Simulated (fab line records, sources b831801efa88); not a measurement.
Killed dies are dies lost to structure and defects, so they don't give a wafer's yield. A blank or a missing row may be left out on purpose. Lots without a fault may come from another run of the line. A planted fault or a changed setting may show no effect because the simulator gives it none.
A struck lot beside a sound one | flow sky130 | 15 steps out of a route of 708
Sound: wafers L446.1, L446.4, L446.6. Struck: wafer L469.4. (L469.2 of the same lot was not struck and is left out.) The cause comes at the end.
At each step with rows: each side's tool, then ch and its chambers, then its first start. Under that, the readings that differ: sound wafers | struck wafers | difference of the means | sigmas: that difference in standard deviations of wafers without a fault.
alike: readings whose means differ by less than 2 such deviations, and words and numbers that are the same on both sides. not compared: withheld readings, readings that some wafer has no value for, bounds like >300 that may hide the same value, and numbers for which the record gives no deviation and whose values overlap.
The two part at a step that has a row with sigmas, a row that says differs or no value, or rows on one side only. Numbers that don't overlap but have no deviation are shown without sigmas and don't part them. A reading that every wafer of one side lacks parts them only if that side has two wafers or more.

first, 1 step without rows for these wafers: SKY_FIELD_ISO_CVD_03 (deposits Si3N4 from DCS/NH3, target thk 165 nm, time 2830 s).
SKY_FIELD_ISO_THK_MEAS_04:
  sound on film_metro-02, day 1 14:32; struck on film_metro-04, day 6 09:55
  alike: FIELD_ISO_CVD_03_THK
then, 8 steps without rows for these wafers: SKY_FIELD_ISO_DEHYDRATE_05 (time 60 s); SKY_FIELD_ISO_HMDS_06 (prime time 60 s); SKY_FIELD_ISO_COAT_07 (resist thk 60 nm); SKY_FIELD_ISO_COAT_08 (resist thk 450 nm); SKY_FIELD_ISO_SOFTBAKE_09 (time 90 s); SKY_FIELD_ISO_EXPOSE_10 (exposes mask FOM, target cd 150 nm); SKY_FIELD_ISO_PEB_11; SKY_FIELD_ISO_DEVELOP_12 (develop time 60 s).
SKY_FIELD_ISO_CD_MEAS_13: target cd 150 nm.
  sound on cd_sem-01, day 2 04:56; struck on cd_sem-02, day 7 04:56
  alike: cd_nm
SKY_FIELD_ISO_ETCH_14: etches BARC in N2/H2, stops on SiO2, time 45.9 s, target depth 60 nm.
  sound on rie_diel-04 ch 0,2,3, day 2 05:03; struck on rie_diel-03 ch 2, day 7 05:02
  reading                     | sound       | struck | difference | sigmas
  drypump_motor_current_A (A) | 6.6 6.4 5.7 | 5.3    | -0.9       | -3
  alike: bias_w, chamber_pressure_mTorr, oes_product_au, throttle_valve_pct
  not compared: rf_hours_counter_h
SKY_FIELD_ISO_ETCH_15: etches the open film in CHF3/O2, stops on Si, target depth 180 nm, time 72 s.
  sound on rie_diel-04 ch 0,2,3, day 2 05:05; struck on rie_diel-03 ch 2, day 7 05:05
  reading                                          | sound             | struck | difference | sigmas
  drypump_motor_current_A (A)                      | 6.6 6.3 5.7       | 5.3    | -0.9       | -3
  oes_product_au (a.u.)                            | 0.952 0.944 0.946 | 0.719  | -0.228     | -36
  throttle_valve_pct (%)                           | 8.828 8.837 8.837 | 8.784  | -0.050     | -6
  model.KrF-thick_of_FIELD_ISO_COAT_08.thk_nm (nm) | 246.1 239.7 238.9 | 309.9  | +68.3      |
  alike: bias_w, chamber_pressure_mTorr
  not compared: rf_hours_counter_h
SKY_FIELD_ISO_STRIP_16: strips in O2/N2.
  sound on plasma_asher-03 ch 0,1, day 2 05:09; struck on plasma_asher-04 ch 0, day 7 05:08
  reading                      | sound             | struck | difference | sigmas
  oes_product_au (a.u.)        | 0.379 0.370 0.374 | 0.413  | +0.039     | +8
  strip_time_to_endpoint_s (s) | 3.65 3.59 3.57    | 4.33   | +0.73      | +15
  alike: chamber_pressure_mTorr, drypump_motor_current_A
  not compared: rf_hours_counter_h
SKY_FIELD_ISO_ETCH_17: etches Si in HBr/Cl2/O2, target depth 342 nm, time 97.7 s.
  sound on rie_si-02 ch 1,2,3, day 2 05:15; struck on rie_si-01 ch 0, day 7 05:14
  reading                        | sound                | struck | difference | sigmas
  chamber_pressure_mTorr (mTorr) | 14.974 14.992 15.011 | 15.026 | +0.034     | +2
  alike: HBr_flow_sccm, bias_w, drypump_motor_current_A, oes_product_au, throttle_valve_pct
  not compared: rf_hours_counter_h

WHERE THEY PART
First at SKY_FIELD_ISO_ETCH_14; last, within this record, at SKY_FIELD_ISO_ETCH_17.

WHY: what the simulator had put in
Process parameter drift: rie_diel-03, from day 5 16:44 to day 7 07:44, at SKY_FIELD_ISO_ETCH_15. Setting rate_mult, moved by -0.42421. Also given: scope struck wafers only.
